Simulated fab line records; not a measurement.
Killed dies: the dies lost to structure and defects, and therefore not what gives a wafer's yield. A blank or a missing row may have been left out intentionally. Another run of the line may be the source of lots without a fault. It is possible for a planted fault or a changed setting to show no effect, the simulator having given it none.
A struck lot beside a sound one	flow sky130	24 out of 708 route steps
Sound: the wafers L727.1, L727.2, L727.4. Struck: wafer L744.4. (L744.2 of the same lot was not struck and is left out.) The cause comes at the end.
For every step that has rows: the tool of each side, followed by ch and its chambers, followed by its first start. Under that, the readings that differ: sound wafers	struck wafers	difference of the means	sigmas: that difference in standard deviations of wafers without a fault.
alike: a reading whose means differ by less than 2 such deviations, as well as words and numbers matching on both sides. not compared: withheld readings; readings where some wafer has no value; bounds like >300 that might hide an equal value; numbers whose values overlap and for which the record gives no deviation.
A row with sigmas, a row that says differs or no value, or rows on one side alone: a step with any of these is where the two part. Numbers that have no deviation but don't overlap get no sigmas and don't part them. Lack of a reading on every wafer of one side parts them only where that side has two or more wafers.

SKY_CONTACT_RS_MEAS_25: measures by four-point-probe.
  sound: film_metro-03 at day 32 16:16; struck: film_metro-03 at day 38 11:48
  alike: CONTACT_W_RS
SKY_CONTACT_THK_MEAS_26: measures by xrf.
  sound: film_metro-03 at day 32 16:23; struck: film_metro-03 at day 38 11:55
  alike: CONTACT_W_THK
then, 1 step without rows for these wafers: SKY_CONTACT_CMP_27 (polishes, stops on SiO2, t overpolish 15 s, target thk 0 nm).
SKY_METAL1_SPUTTER_00: material Ti, target thk 15 nm, time 10 s.
  sound: pvd_sputter-02 at day 32 17:10; struck: pvd_sputter-02 at day 38 12:16
  alike: cathode_dc_power_W, throttle_valve_pct
then, 2 steps without rows for these wafers: SKY_METAL1_SPUTTER_01 (material TiN, target thk 20 nm, time 16.7 s); SKY_METAL1_SPUTTER_02 (material AlCu, target thk 250 nm, time 13.3 s).
SKY_METAL1_SPUTTER_03: material Ti, target thk 5 nm, time 3.3 s.
  sound: pvd_sputter-02 at day 32 17:14; struck: pvd_sputter-02 at day 38 12:20
  alike: cathode_dc_power_W, throttle_valve_pct
SKY_METAL1_SPUTTER_04: material TiN, target thk 70 nm, time 58.3 s.
  sound: pvd_sputter-02 at day 32 17:15; struck: pvd_sputter-02 at day 38 12:21
reading	sound	struck	difference	sigmas
cathode_dc_power_W (W)	6501.0 6499.8 6501.1	6497.7	-2.9	-3
  alike: throttle_valve_pct
SKY_METAL1_RS_MEAS_05: measures by four-point-probe.
  sound: film_metro-01 at day 32 17:18; struck: film_metro-03 at day 38 12:25
  alike: METAL1_ALCU_RS
SKY_METAL1_THK_MEAS_06: measures by xrf.
  sound: film_metro-01 at day 32 17:25; struck: film_metro-03 at day 38 12:32
  alike: METAL1_ALCU_THK
then, 2 steps without rows for these wafers: SKY_METAL1_DEHYDRATE_07 (time 60 s); SKY_METAL1_HMDS_08 (prime time 60 s).
SKY_METAL1_COAT_09: resist thk 60 nm.
  sound on litho_track-02 ch 0, day 33 06:40; struck on litho_track-03 ch 0, day 39 01:25
then, 5 steps without rows for these wafers: SKY_METAL1_COAT_10 (resist thk 450 nm); SKY_METAL1_SOFTBAKE_11 (time 90 s); SKY_METAL1_EXPOSE_12 (exposes mask MM1, target cd 140 nm); SKY_METAL1_PEB_13; SKY_METAL1_DEVELOP_14 (develop time 60 s).
SKY_METAL1_CD_MEAS_15: target cd 140 nm.
  sound: cd_sem-01 at day 33 19:59; struck: cd_sem-01 at day 39 13:35
  alike: cd_nm
SKY_METAL1_OVL_MEAS_16:
  sound: overlay-01 at day 33 20:06; struck: overlay-01 at day 39 13:41
  alike: METAL1_OVL
SKY_METAL1_DESCUM_17: chemistry O2, time 8 s.
  sound on rie_metal-02 ch 0,1, day 33 20:08; struck on rie_metal-01 ch 0, day 39 13:43
  alike: drypump_motor_current_A, oes_product_au
  not compared: rf_hours_counter_h
SKY_METAL1_ETCH_18: etches BARC in N2/H2, stops on SiO2, time 45.9 s, target depth 60 nm.
  sound on rie_metal-02 ch 0,1, day 33 20:10; struck on rie_metal-01 ch 0, day 39 13:45
reading	sound	struck	difference	sigmas
oes_product_au (a.u.)	0.856 0.855 0.864	0.836	-0.022	-4
throttle_valve_pct (%)	13.225 13.225 13.224	13.251	+0.026	+3
model.etch.depth_nm (nm)	60.08 60.38 60.19	57.99	-2.23	
  alike: drypump_motor_current_A
  not compared: rf_hours_counter_h
SKY_METAL1_METAL_ETCH_19: etches the open film in Cl2/BCl3, stops on SiO2, target depth 360 nm, time 78 s.
  sound on rie_metal-02 ch 0,1, day 33 20:14; struck on rie_metal-01 ch 0, day 39 13:49
  alike: bcl3_flow_sccm, drypump_motor_current_A, mfc_cl2_sccm, oes_product_au, throttle_valve_pct
  not compared: rf_hours_counter_h
-- the record jumps here: 11 days lie between the struck wafers' starts before and after (it left off in module METAL1 and takes up again in module PAD_OPEN, whose first step shown is number 708 of the route) --
SKY_PAD_OPEN_PROBE_99:
  only the struck wafers here have rows in the record (prober-02, day 50 17:27); the sound ones have none

== WHERE THEY PART ==
Earliest at SKY_METAL1_SPUTTER_04; latest, in this record, at SKY_PAD_OPEN_PROBE_99.

WHY: what had been put in by the simulator
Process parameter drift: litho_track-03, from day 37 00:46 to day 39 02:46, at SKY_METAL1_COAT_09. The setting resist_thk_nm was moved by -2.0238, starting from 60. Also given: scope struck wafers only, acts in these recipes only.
